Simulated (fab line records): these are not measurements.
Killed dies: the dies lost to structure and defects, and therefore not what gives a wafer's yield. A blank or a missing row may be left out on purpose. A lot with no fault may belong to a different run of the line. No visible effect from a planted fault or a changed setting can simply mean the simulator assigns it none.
2 desks looking at one fault || flow gf180mcu || every desk sees just its own numbers, and what lay behind them comes last

== TOOL OWNER'S DESK, rtpAnneal-01 ==
The tool's own readings at GF_PSD_RTA_13 (time 20 s): means of the sampled wafers that have a number, for each lot that ran on this tool. The brackets show how far a lot's mean lies from the usual mean; more than 4 standard deviations puts the lot out of limits, marked OUT.
Columns: A = lampPowerPct at GF_PSD_RTA_13, usual 28.2 %; B = runLengthS at GF_PSD_RTA_13, usual 48.58 s; C = wafer_temp_C_max at GF_PSD_RTA_13, usual 1029.2
{"lot": "L736", "first seen here": "day 14 12:49", "A": 27.0, "B": 48.71, "C": 1028.7}
{"lot": "L738", "first seen here": "day 15 09:22", "A": 27.0, "B": 48.86, "C": 1029.8}
{"lot": "L739", "first seen here": "day 15 17:35", "A": 27.0, "B": 48.70, "C": 1029.1}
{"lot": "L740", "first seen here": "day 15 23:44", "A": 27.0, "B": 48.84, "C": 1028.6}
{"lot": "L741", "first seen here": "day 16 06:23", "A": 27.0, "B": 48.78, "C": 1028.4}
{"lot": "L744", "first seen here": "day 17 08:20", "A": 27.0, "B": 48.89, "C": 1028.2}
{"lot": "L745", "first seen here": "day 17 20:03", "A": 27.1, "B": 48.72, "C": 1029.1}
{"lot": "L750", "first seen here": "day 19 13:33", "A": 27.0, "B": "58.79 (+35) OUT", "C": 1028.5}
{"lot": "L751", "first seen here": "day 19 23:22", "A": 27.0, "B": "59.06 (+36) OUT", "C": 1028.9}
This desk's verdict: out of limits on L750, L751, starting with L750 at day 19 13:33 (runLengthS at GF_PSD_RTA_13). L736, L738, L739, L740, L741, L744, L745 stayed within limits.

== THE METROLOGY DESK ==
Lot by lot, what the gauges showed, no matter which tool ran the lot: averages of those sampled wafers that carry a number. The brackets show how far a lot's mean lies from the usual mean; more than 4 standard deviations puts the lot out of limits, marked OUT.
Columns: A = HV_LDD_02_OVL at GF_HV_LDD_OVL_MEAS_32, usual -0.1 nm; B = NSD_RS at GF_PSD_RS_MEAS_14, usual 46.20 ohm/sq; C = PSD_RS at GF_PSD_RS_MEAS_15, usual 108.77 ohm/sq; D = CONTACT_CVD_02_THK at GF_CONTACT_THK_MEAS_03, usual 856 nm
{"lot": "L735", "first seen here": "day 11 12:07", "A": 0.4, "B": 46.17, "C": 108.95, "D": 856}
{"lot": "L736", "first seen here": "day 11 19:56", "A": -1.2, "B": 46.10, "C": 108.59, "D": 865}
{"lot": "L738", "first seen here": "day 12 13:49", "A": 3.0, "B": 46.28, "C": 108.82, "D": 844}
{"lot": "L739", "first seen here": "day 12 22:05", "A": 1.4, "B": 46.22, "C": 108.89, "D": 865}
{"lot": "L740", "first seen here": "day 13 04:22", "A": 0.3, "B": 46.18, "C": 108.50, "D": 855}
{"lot": "L741", "first seen here": "day 13 09:59", "A": 2.3, "B": 46.28, "C": 108.63, "D": 863}
{"lot": "L742", "first seen here": "day 13 18:40", "A": 1.5, "B": 46.10, "C": 108.36, "D": 851}
{"lot": "L744", "first seen here": "day 14 10:31", "A": 0.0, "B": 46.17, "C": 108.79, "D": 863}
{"lot": "L745", "first seen here": "day 14 19:32", "A": -0.4, "B": 46.32, "C": 108.94, "D": 853}
{"lot": "L749", "first seen here": "day 16 02:40", "A": -3.4, "B": 46.19, "C": 108.73, "D": 846}
{"lot": "L750", "first seen here": "day 16 09:46", "A": -0.2, "B": "44.11 (-24) OUT", "C": "104.46 (-16) OUT", "D": 846}
{"lot": "L751", "first seen here": "day 16 20:16", "A": -0.8, "B": "44.15 (-24) OUT", "C": "104.54 (-16) OUT", "D": 849}
This desk reports L750, L751 out of limits; the earliest was L750 at day 19 13:38 (NSD_RS at GF_PSD_RS_MEAS_14). L735, L736, L738, L739, L740, L741, L742, L744, L745, L749 stayed within limits.

== ALL TOGETHER ==
An alarm could have come from the tool owner's desk at day 19 13:33, on L750, L751.
An alarm was possible from the metrology desk at day 19 13:38, on L750, L751.
GF_PSD_RTA_13 was run on rtpAnneal-01 by each of the lots named.

== WHAT HAD BEEN PUT IN BY THE SIMULATOR ==
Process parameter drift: rtpAnneal-01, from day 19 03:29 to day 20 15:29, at GF_PSD_RTA_13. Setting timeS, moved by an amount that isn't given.
Struck lots among those shown: L750, L751.
Fault start to first reading out of limits, in hours, per desk: tool owner, 10; metrology, 10.
